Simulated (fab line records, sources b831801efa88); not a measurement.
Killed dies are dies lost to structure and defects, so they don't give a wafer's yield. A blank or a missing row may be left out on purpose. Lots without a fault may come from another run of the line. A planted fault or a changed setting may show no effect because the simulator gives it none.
Which tool did it? | flow gf180mcu | 9 lots, 27 wafers sampled, at 4 steps of a route of 602

WHAT THE GAUGES READ, wafer by wafer
GF_STI_THK_MEAS_30. Usual: STI_OXIDATION_02_THK 10.04 nm, standard deviation 0.22.
lot  | measured    | on            | STI_OXIDATION_02_THK (nm) | flag
L777 | day 2 05:29 | film_metro-03 | 9.84 9.75 10.02           |
L778 | day 2 10:44 | film_metro-02 | 10.03 9.97 9.97           |
L779 | day 2 14:46 | film_metro-03 | 9.86 9.91 9.92            |
L780 | day 2 21:36 | film_metro-02 | 9.60 9.79 9.78            |
L781 | day 3 02:52 | film_metro-01 | 10.17 9.94 9.92           |
L786 | day 4 06:01 | film_metro-03 | 16.12 15.73 15.79         | OFF
L787 | day 4 09:40 | film_metro-03 | 16.02 16.12 16.20         | OFF
L791 | day 5 07:34 | film_metro-03 | 10.17 10.31 10.17         |
L793 | day 5 18:32 | film_metro-01 | 10.50 10.50 10.43         |

GF_MVSD_TW_MEAS_11. Usual: MVSD_TW 1580, standard deviation 17.
lot  | measured    | on            | MVSD_TW        | flag
L777 | day 4 10:41 | film_metro-03 | 1558 1560 1553 |
L778 | day 4 17:11 | film_metro-01 | 1607 1606 1596 |
L779 | day 4 21:57 | film_metro-01 | 1595 1592 1603 |
L780 | day 5 05:26 | film_metro-01 | 1596 1588 1592 |
L781 | day 5 09:14 | film_metro-03 | 1559 1550 1556 |
L786 | day 6 16:07 | film_metro-04 | 1572 1580 1586 |
L787 | day 6 20:46 | film_metro-01 | 1580 1592 1579 |
L791 | day 7 19:55 | film_metro-04 | 1590 1590 1596 |
L793 | day 8 06:59 | film_metro-04 | 1597 1605 1591 |

GF_VT_IMPLANT_TW_MEAS_10. Usual: VT_IMPLANT_TW 568, standard deviation 3.7.
lot  | measured    | on            | VT_IMPLANT_TW | flag
L777 | day 5 15:18 | film_metro-01 | 569 564 570   |
L778 | day 5 21:28 | film_metro-02 | 572 570 570   |
L779 | day 6 01:59 | film_metro-01 | 567 567 568   |
L780 | day 6 11:02 | film_metro-04 | 562 564 563   |
L781 | day 6 14:35 | film_metro-04 | 561 565 563   |
L786 | day 7 21:47 | film_metro-04 | 567 567 566   |
L787 | day 8 03:43 | film_metro-01 | 567 567 565   |
L791 | day 9 05:58 | film_metro-01 | 569 569 568   |
L793 | day 9 18:11 | film_metro-01 | 572 571 569   |

WHICH TOOL RAN EACH LOT (tool, then ch and the chambers of the sampled wafers, then the start)
lot  | GF_STI_OXIDATION_29
L777 | furnace-02 ch 0, day 2 04:04
L778 | furnace-01 ch 0, day 2 09:21
L779 | furnace-02 ch 0, day 2 13:22
L780 | furnace-02 ch 0, day 2 20:13
L781 | furnace-01 ch 0, day 3 01:28
L786 | furnace-02 ch 0, day 4 04:38
L787 | furnace-02 ch 0, day 4 08:14
L791 | furnace-01 ch 0, day 5 06:10
L793 | furnace-01 ch 0, day 5 17:09
- GF_STI_OXIDATION_29: stabilise 600 s, purge 300 s, target thk 10 nm.

WHAT THE TOOLS THEMSELVES READ (means of the sampled wafers that have a number; where no wafer has one, the mark that the record gives instead)
GF_STI_OXIDATION_29. Usual: spike_tc_bottom_C 919.0 C, standard deviation 1; spike_tc_centre_C 901.2 C, standard deviation 0.97; spike_tc_lower_C 900.6 C, standard deviation 1; spike_tc_top_C 916.2 C, standard deviation 2.4; spike_tc_upper_C 899.7 C, standard deviation 1.2; zone_power_centre_pct 18.2 %, standard deviation 1.3; zone_power_upper_pct 16.12 %, standard deviation 0.29.
lot  | tool       | spike_tc_bottom_C (C) | spike_tc_centre_C (C) | spike_tc_lower_C (C) | spike_tc_top_C (C) | spike_tc_upper_C (C) | zone_power_centre_pct (%) | zone_power_upper_pct (%) | flag
L777 | furnace-02 | 919.3                 | 901.4                 | 900.8                | 918.0              | 899.9                | 19.2                      | 16.02                    |
L778 | furnace-01 | 918.5                 | 901.6                 | 898.9                | 912.9              | 898.7                | 16.2                      | 16.40                    |
L779 | furnace-02 | 918.5                 | 900.3                 | 900.7                | 917.6              | 900.3                | 18.9                      | 16.01                    |
L780 | furnace-02 | 919.4                 | 901.0                 | 901.7                | 918.1              | 900.5                | 19.1                      | 15.86                    |
L781 | furnace-01 | 918.3                 | 902.0                 | 899.9                | 912.8              | 898.6                | 16.1                      | 16.55                    |
L786 | furnace-02 | 963.8                 | 946.1                 | 945.6                | 961.9              | 944.3                | 21.1                      | 17.82                    | OFF
L787 | furnace-02 | 964.3                 | 945.7                 | 945.4                | 961.8              | 944.7                | 21.2                      | 17.79                    | OFF
L791 | furnace-01 | 919.1                 | 901.4                 | 899.9                | 911.8              | 898.2                | 16.2                      | 16.56                    |
L793 | furnace-01 | 919.5                 | 902.1                 | 900.5                | 912.8              | 898.0                | 16.2                      | 16.47                    |

THE ANSWER, worked out from the rows above alone
Rule: a lot is off if the mean of its wafers that have a number lies more than 3 standard deviations from the usual mean. A lot without any number at a reading at which 4 lots or more have one is off too. The other lots that the step has rows for count as sound. The gauges are gone through in route order, then the tools' own readings, and for those a lot's mean is taken as printed above. The first step at which some lot is off is used, and at that step the reading that is off furthest; a lot without a number counts as furthest.
Off: L786, L787, at GF_STI_THK_MEAS_30 (STI_OXIDATION_02_THK).
A tool fits if, at a process step before that reading, it ran every lot that is off, and no sound lot after the first of them. The gauges at GF_STI_THK_MEAS_30 aren't tried: what is off there is off at GF_STI_OXIDATION_29 too, on other tools, and a gauge's error can't cause that. One fits: furnace-02 at GF_STI_OXIDATION_29. Its last sound lot is L780 (day 2 20:13), its first lot that is off L786 (day 4 04:38): a fault that began between those two fits.
The tool's own readings at GF_STI_OXIDATION_29 bear it out: on the lots that are off they differ by more than 5 times the standard deviation of the sound lots' means. spike_tc_bottom_C reads 964.0 C there against 918.9 C on the sound lots; spike_tc_centre_C reads 945.9 C there against 901.4 C on the sound lots; spike_tc_lower_C reads 945.5 C there against 900.3 C on the sound lots; spike_tc_top_C reads 961.8 C there against 914.9 C on the sound lots; spike_tc_upper_C reads 944.5 C there against 899.2 C on the sound lots; zone_power_upper_pct reads 17.80 % there against 16.27 % on the sound lots.

WHAT THE SIMULATOR HAD PUT IN
Process parameter drift: furnace-02, from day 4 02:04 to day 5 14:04, at GF_STI_OXIDATION_29. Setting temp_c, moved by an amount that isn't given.
Lots struck among those shown: L786, L787. The rule above found the same.
